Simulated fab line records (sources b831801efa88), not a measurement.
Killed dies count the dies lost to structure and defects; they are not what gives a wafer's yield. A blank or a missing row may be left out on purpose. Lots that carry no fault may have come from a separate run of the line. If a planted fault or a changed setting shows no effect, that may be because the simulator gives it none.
Check for tools in common    flow sky130    42 wafers sampled across 14 lots

WHY IT WAS OPENED
At SKY_LI_CONTACT_RS_MEAS_22 the reading LI_CONTACT_W_RS is flagged on 2 of 14 lots. Fault-free wafers read 0.2838 ohm/sq, with a standard deviation of 0.0026.
Rule: a lot is flagged when every wafer of it that has a number lies more than 4 standard deviations from that mean, or none has a number. The rest of the lots are taken to be sound.

lot   measured      on            LI_CONTACT_W_RS (ohm/sq), wafer by wafer  flag
L944  day 29 20:20  filmMetro-03  0.2863 0.2840 0.2880                      
L945  day 30 03:35  filmMetro-03  0.2835 0.2867 0.2824                      
L946  day 30 15:03  filmMetro-03  0.2849 0.2813 0.2803                      
L948  day 31 03:41  filmMetro-01  0.2843 0.2833 0.2862                      
L947  day 31 06:50  filmMetro-02  0.2836 0.2876 0.2887                      
L952  day 32 10:25  filmMetro-02  0.2833 0.2861 0.2826                      
L954  day 33 06:16  filmMetro-03  0.2787 0.2830 0.2807                      
L957  day 34 01:53  filmMetro-01  0.2828 0.2825 0.2817                      
L961  day 35 00:52  filmMetro-01  25.045 25.030 25.364                      FLAGGED
L962  day 35 13:01  filmMetro-01  25.507 25.376 25.377                      FLAGGED
L963  day 35 23:31  filmMetro-02  0.2866 0.2838 0.2881                      
L964  day 36 19:23  filmMetro-01  0.2857 0.2868 0.2855                      
L966  day 36 21:28  filmMetro-02  0.2818 0.2812 0.2819                      
L967  day 37 06:14  filmMetro-02  0.2857 0.2863 0.2852                      
Flagged lots average 25.2832 ohm/sq: +24.9994 ohm/sq relative to the usual, that is +99 or more standard deviations.

TOOL THAT RAN EACH LOT
The record holds 1 process step before the reading, out of a route of 708 steps. Every cell lists first the tool, next ch and the chambers used by the sampled wafers, and last the start.
lot   flag     SKY_LI_CONTACT_CVD_21
L944           cvdW-01 ch 0,1, day 29 20:12
L945           cvdW-02 ch 0,1, day 30 03:27
L946           cvdW-02 ch 0,1, day 30 14:54
L948           cvdW-01 ch 0,1, day 31 03:32
L947           cvdW-01 ch 0,1, day 31 06:41
L952           cvdW-01 ch 0,1, day 32 10:18
L954           cvdW-02 ch 0,1, day 33 06:08
L957           cvdW-01 ch 0,1, day 34 01:44
L961  FLAGGED  cvdW-02 ch 1, day 35 00:38
L962  FLAGGED  cvdW-01 ch 0,1, day 35 12:53
L963           cvdW-02 ch 0,1, day 35 23:22
L964           cvdW-02 ch 0,1, day 36 19:15
L966           cvdW-01 ch 0,1, day 36 21:20
L967           cvdW-01 ch 0, day 37 06:05
What is done by these steps:
- SKY_LI_CONTACT_CVD_21: deposits W, target thk 400 nm, time 120.56 s.
- SKY_LI_CONTACT_RS_MEAS_22: measures by four-point-probe.

FLAGGED OVER TOTAL, TOOL BY TOOL (the gauges that took the reading come last)
step                       tool          lots run  flagged  share of the flagged lots  sound lots run after its first flagged lot
SKY_LI_CONTACT_CVD_21      cvdW-01       8         1        some                       2 (L966,L967)
SKY_LI_CONTACT_CVD_21      cvdW-02       6         1        some                       2 (L963,L964)
SKY_LI_CONTACT_RS_MEAS_22  filmMetro-01  5         2        all                        1 (L964)
SKY_LI_CONTACT_RS_MEAS_22  filmMetro-02  5         0        none                       -
SKY_LI_CONTACT_RS_MEAS_22  filmMetro-03  4         0        none                       -

WHAT IS ALLOWED BY THE TABLE
In the table, 1 row covers all flagged lots: filmMetro-01 at SKY_LI_CONTACT_RS_MEAS_22.
- filmMetro-01 at SKY_LI_CONTACT_RS_MEAS_22 ran 5 lots, 2 of them flagged. Sound lots followed the first flagged one (L964) on it, something a lasting fault affecting the whole tool could not allow.
Every row of the table either missed a flagged lot or ran a sound lot after the first.

WHAT THE SIMULATOR HAD PUT IN
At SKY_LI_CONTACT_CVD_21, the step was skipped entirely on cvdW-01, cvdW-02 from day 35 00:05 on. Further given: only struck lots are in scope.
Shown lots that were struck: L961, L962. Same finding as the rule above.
